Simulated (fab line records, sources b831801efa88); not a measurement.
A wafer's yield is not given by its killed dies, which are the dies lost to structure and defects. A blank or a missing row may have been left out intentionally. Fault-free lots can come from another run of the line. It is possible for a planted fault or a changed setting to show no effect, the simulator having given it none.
Which tool did it? + flow sky130 + 7 lots, 21 wafers sampled, at 1 step of a route of 708

== WHAT THE GAUGES READ, wafer by wafer ==
SKY_FIELD_ISO_THK_MEAS_25.
| lot  | measured    | on            | FIELD_ISO_CVD_24_THK (nm) |
|------|-------------|---------------|---------------------------|
| L268 | day 2 13:04 | film-metro-04 | 595 586 599               |
| L272 | day 3 10:44 | film-metro-04 | 600 597 600               |
| L274 | day 3 21:13 | film-metro-04 | 595 597 593               |
| L279 | day 4 22:33 | film-metro-02 | 598 588 590               |
| L281 | day 5 09:26 | film-metro-03 | 588 597 593               |
| L285 | day 6 06:15 | film-metro-04 | 599 594 597               |
| L287 | day 6 15:05 | film-metro-02 | 600 602 603               |

== WHICH TOOL RAN EACH LOT (tool, then ch and the chambers of the sampled wafers, then the start) ==
The record shows no process step preceding these readings.

== THE ANSWER, worked out from the rows above alone ==
Rule: the lots themselves supply what counts as usual. Put in order of their means at a reading, lots are off if they are a third of the lots or fewer, leave a main group of 4 or more, and stand apart from it by a gap of 3 or more times the standard deviation of the main group's means; of several such gaps the widest counts. The tables above print the reading to a certain number of digits; a main group whose means all agree to those digits is not used. A lot without any number at a reading at which 4 lots or more have one is off too. All remaining lots with rows at the step are treated as sound.
None of the lots is off at any reading shown; this tells nothing.

== WHAT HAD BEEN PUT IN BY THE SIMULATOR ==
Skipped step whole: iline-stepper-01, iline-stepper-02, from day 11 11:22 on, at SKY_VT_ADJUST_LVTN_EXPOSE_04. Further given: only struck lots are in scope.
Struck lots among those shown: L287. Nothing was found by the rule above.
